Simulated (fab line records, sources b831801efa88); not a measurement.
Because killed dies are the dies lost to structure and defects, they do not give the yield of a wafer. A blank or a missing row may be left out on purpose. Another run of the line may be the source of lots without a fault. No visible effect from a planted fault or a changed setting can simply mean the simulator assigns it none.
What tool caused it? + flow gf180mcu + 36 wafers from 12 lots sampled at 4 of the route's 602 steps

WHAT THE GAUGES SHOWED, per wafer
GF_TOP_METAL_RS_MEAS_05: measurement is done with a four-point probe. Usual: TOP_METAL_ALCU_RS 0.0327 ohm/sq, standard deviation 0.00036.
| lot  | measured     | on            | TOP_METAL_ALCU_RS (ohm/sq) | flag |
|------|--------------|---------------|----------------------------|------|
| L175 | day 27 10:35 | film_metro-01 | 0.0328 0.0327 0.0327       |      |
| L177 | day 27 21:46 | film_metro-03 | 0.0334 0.0332 0.0331       |      |
| L179 | day 28 15:25 | film_metro-01 | 0.0323 0.0322 0.0330       |      |
| L183 | day 29 18:53 | film_metro-03 | 0.0331 0.0332 0.0329       |      |
| L184 | day 30 02:02 | film_metro-03 | 0.0325 0.0323 0.0325       |      |
| L185 | day 30 15:38 | film_metro-01 | 0.0331 0.0331 0.0335       |      |
| L186 | day 30 18:37 | film_metro-03 | 0.0328 0.0328 0.0326       |      |
| L187 | day 31 01:29 | film_metro-03 | 0.0329 0.0325 0.0328       |      |
| L190 | day 31 19:20 | film_metro-03 | 0.0327 0.0328 0.0326       |      |
| L195 | day 33 02:35 | film_metro-01 | 0.0322 0.0325 0.0327       |      |
| L196 | day 33 06:58 | film_metro-03 | 0.0329 0.0331 0.0329       |      |
| L198 | day 33 21:08 | film_metro-03 | 0.0324 0.0325 0.0325       |      |

GF_PASSIVATION_BOW_MEAS_14. Usual: PASSIVATION_BOW 137 um, standard deviation 11.
| lot  | measured     | on            | PASSIVATION_BOW (um) | flag |
|------|--------------|---------------|----------------------|------|
| L175 | day 29 05:58 | film_metro-04 | 126 133 148          |      |
| L177 | day 29 15:10 | film_metro-04 | 145 131 133          |      |
| L179 | day 30 07:59 | film_metro-03 | 167 161 145          |      |
| L183 | day 31 10:10 | film_metro-04 | 146 140 144          |      |
| L184 | day 31 17:50 | film_metro-04 | 115 114 124          |      |
| L185 | day 32 05:29 | film_metro-03 | 144 142 151          |      |
| L186 | day 32 07:47 | film_metro-04 | 122 123 138          |      |
| L187 | day 32 14:31 | film_metro-03 | 134 139 145          |      |
| L190 | day 33 07:22 | film_metro-02 | 127 132 131          |      |
| L195 | day 34 11:35 | film_metro-03 | 136 137 139          |      |
| L196 | day 34 16:37 | film_metro-04 | 149 149 151          |      |
| L198 | day 35 04:41 | film_metro-04 | 142 136 139          |      |

TOOL THAT RAN EACH LOT (tool first, then ch and the chambers of the sampled wafers, then the start)
| lot  | GF_M3_SPUTTER_02             | GF_TOP_METAL_SPUTTER_04      |
|------|------------------------------|------------------------------|
| L175 | pvd_sputter-03, day 20 12:16 | pvd_sputter-03, day 27 10:33 |
| L177 | pvd_sputter-01, day 21 01:27 | pvd_sputter-03, day 27 21:43 |
| L179 | pvd_sputter-04, day 21 22:31 | pvd_sputter-03, day 28 15:24 |
| L183 | pvd_sputter-03, day 23 10:04 | pvd_sputter-02, day 29 18:49 |
| L184 | pvd_sputter-03, day 23 14:45 | pvd_sputter-02, day 30 01:58 |
| L185 | pvd_sputter-03, day 24 07:19 | pvd_sputter-04, day 30 15:32 |
| L186 | pvd_sputter-03, day 24 13:43 | pvd_sputter-03, day 30 18:35 |
| L187 | pvd_sputter-03, day 24 21:26 | pvd_sputter-02, day 31 01:28 |
| L190 | pvd_sputter-01, day 25 19:57 | pvd_sputter-03, day 31 19:19 |
| L195 | pvd_sputter-01, day 27 10:49 | pvd_sputter-02, day 33 02:34 |
| L196 | pvd_sputter-04, day 27 15:33 | pvd_sputter-02, day 33 06:54 |
| L198 | pvd_sputter-01, day 28 10:59 | pvd_sputter-03, day 33 21:06 |
- GF_M3_SPUTTER_02: material AlCu, target thk 450 nm, time 23.9 s.
- GF_TOP_METAL_SPUTTER_04: material TiN, target thk 25 nm, time 20.8 s.

AS READ BY THE TOOLS THEMSELVES (means over the sampled wafers that have a number; for cases with no such wafer, the mark the record gives instead)
GF_M3_SPUTTER_02. Usual: chamber_pressure_pa 0.4001 Pa, standard deviation 0.00079; throttle_valve_pct 30.1 %, standard deviation 1.1.
| lot  | tool           | chamber_pressure_pa (Pa) | throttle_valve_pct (%) | flag |
|------|----------------|--------------------------|------------------------|------|
| L175 | pvd_sputter-03 | 0.3997                   | 30.4                   |      |
| L177 | pvd_sputter-01 | 0.4002                   | 29.6                   |      |
| L179 | pvd_sputter-04 | 0.4000                   | 30.7                   |      |
| L183 | pvd_sputter-03 | 0.4001                   | 29.0                   |      |
| L184 | pvd_sputter-03 | 0.4006                   | 29.8                   |      |
| L185 | pvd_sputter-03 | 0.3997                   | 30.8                   |      |
| L186 | pvd_sputter-03 | 0.4000                   | 29.8                   |      |
| L187 | pvd_sputter-03 | 0.4006                   | 30.7                   |      |
| L190 | pvd_sputter-01 | 0.4005                   | 29.6                   |      |
| L195 | pvd_sputter-01 | 0.4008                   | 29.7                   |      |
| L196 | pvd_sputter-04 | 0.3999                   | 29.6                   |      |
| L198 | pvd_sputter-01 | 0.3993                   | 29.6                   |      |

GF_TOP_METAL_SPUTTER_04. Usual: chamber_pressure_pa 0.4000 Pa, standard deviation 0.00082; throttle_valve_pct 30.3 %, standard deviation 1.
| lot  | tool           | chamber_pressure_pa (Pa) | throttle_valve_pct (%) | flag |
|------|----------------|--------------------------|------------------------|------|
| L175 | pvd_sputter-03 | 0.3997                   | 30.1                   |      |
| L177 | pvd_sputter-03 | 0.4002                   | 29.8                   |      |
| L179 | pvd_sputter-03 | 0.3990                   | 29.7                   |      |
| L183 | pvd_sputter-02 | 0.3997                   | 30.5                   |      |
| L184 | pvd_sputter-02 | 0.4000                   | 29.9                   |      |
| L185 | pvd_sputter-04 | 0.3994                   | 30.5                   |      |
| L186 | pvd_sputter-03 | 0.3992                   | 29.6                   |      |
| L187 | pvd_sputter-02 | 0.3998                   | 29.9                   |      |
| L190 | pvd_sputter-03 | 0.4006                   | 30.1                   |      |
| L195 | pvd_sputter-02 | 0.3989                   | 30.4                   |      |
| L196 | pvd_sputter-02 | 0.4003                   | 30.4                   |      |
| L198 | pvd_sputter-03 | 0.4006                   | 29.7                   |      |

THE ANSWER, worked out from the rows above alone
Rule: take the mean of a lot's wafers that have a number; if it is more than 3 standard deviations from the usual mean, the lot is off. A lot without any number at a reading at which 4 lots or more have one is off too. All remaining lots with rows at the step are treated as sound. After the gauges, taken in route order, come the tools' own readings; for these a lot's mean is taken, as printed above. At the first step where some lot is off, the reading lying furthest off is the one used; lots without a number count as furthest.
No lot is off on any of the readings shown, so nothing can be concluded from this.

WHAT THE SIMULATOR HAD INSERTED
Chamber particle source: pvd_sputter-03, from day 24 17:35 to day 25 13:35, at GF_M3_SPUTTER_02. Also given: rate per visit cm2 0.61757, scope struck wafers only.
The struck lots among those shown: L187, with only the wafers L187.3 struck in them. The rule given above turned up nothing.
